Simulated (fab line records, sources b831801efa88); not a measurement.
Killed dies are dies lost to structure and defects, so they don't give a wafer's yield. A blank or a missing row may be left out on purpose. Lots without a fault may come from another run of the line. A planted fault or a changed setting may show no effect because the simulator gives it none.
A struck lot beside a sound one | flow sky130 | 15 steps out of a route of 708
Sound: wafers L239.1, L239.2, L239.3. Struck: wafers L229.1, L229.4, L229.6. The cause comes at the end.
At each step with rows: each side's tool, then ch and its chambers, then its first start. Under that, the readings that differ: sound wafers | struck wafers | difference of the means | sigmas: that difference in standard deviations of wafers without a fault.
alike: readings whose means differ by less than 2 such deviations, and words and numbers that are the same on both sides. not compared: withheld readings, readings that some wafer has no value for, bounds like >300 that may hide the same value, and numbers for which the record gives no deviation and whose values overlap.
The two part at a step that has a row with sigmas, a row that says differs or no value, or rows on one side only. Numbers that don't overlap but have no deviation are shown without sigmas and don't part them. A reading that every wafer of one side lacks parts them only if that side has two wafers or more.

SKY_PASSIVATION_CVD_02: deposits Si3N4, target thk 540 nm.
  sound on pecvd-03 ch 0,1,2, day 48 16:59; struck on pecvd-02 ch 0,1,2, day 45 10:35
  alike: heater_power_w
SKY_PASSIVATION_THK_MEAS_03:
  sound on film_metro-03, day 48 17:13; struck on film_metro-01, day 45 10:49
  alike: PASSIVATION_CVD_02_THK
then, 7 steps without rows for these wafers: SKY_PASSIVATION_DEHYDRATE_04 (time 60 s); SKY_PASSIVATION_HMDS_05 (prime time 60 s); SKY_PASSIVATION_COAT_06 (resist thk 3000 nm); SKY_PASSIVATION_SOFTBAKE_07; SKY_PASSIVATION_EXPOSE_08 (exposes mask NSM, target cd 3000 nm); SKY_PASSIVATION_PEB_09; SKY_PASSIVATION_DEVELOP_10 (develop time 60 s).
SKY_PASSIVATION_ETCH_11: etches the open film in CF4/O2, stops on AlCu, target depth 725 nm, time 161.1 s.
  sound on rie_diel-02 ch 0,1,3, day 49 10:24; struck on rie_diel-04 ch 2,3, day 46 07:20
  alike: chamber_pressure_mTorr, drypump_motor_current_A, oes_product_au, throttle_valve_pct
  not compared: rf_hours_counter_h
SKY_PASSIVATION_STRIP_12: strips in O2/N2.
  sound on plasma_asher-04 ch 0,1, day 49 10:31; struck on plasma_asher-04 ch 0,1, day 46 07:27
  alike: chamber_pressure_mTorr, drypump_motor_current_A, oes_product_au, strip_time_to_endpoint_s
  not compared: rf_hours_counter_h
then, 1 step without rows for these wafers: SKY_PAD_OPEN_DEHYDRATE_00 (time 60 s).
SKY_PAD_OPEN_HMDS_01: prime time 60 s.
  sound on litho_track-04 ch 0, day 49 18:35; struck on litho_track-04 ch 0, day 46 17:02
  reading          | sound                | struck               | difference | sigmas
  prime_temp_c (C) | 119.98 120.03 119.82 | 124.39 124.34 124.49 | +4.46      | +41
  alike: chill_plate_temp_C
then, 1 step without rows for these wafers: SKY_PAD_OPEN_COAT_02 (resist thk 3000 nm).
SKY_PAD_OPEN_PROBE_99:
  sound on prober-01, day 50 05:16; struck on prober-02, day 47 05:48
  alike: defect_limited_yield, killed_at_M0_to_M3, killed_at_M4_up, killed_at_contacts, killed_at_front_end, killed_at_other, killed_dies, killed_on_rim, killed_open, killed_short, sort_bin_3_pad_short, sort_bin_5_function, sort_bin_6_memory, sort_n_pass, sort_yield_pct

WHERE THEY PART
Only at SKY_PAD_OPEN_HMDS_01, within this record. Later steps at which nothing parts them and some readings are alike: SKY_PAD_OPEN_PROBE_99.

WHY: what the simulator had put in
Process parameter drift: litho_track-04, from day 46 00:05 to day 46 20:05, at SKY_PAD_OPEN_HMDS_01. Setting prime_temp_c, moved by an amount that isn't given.
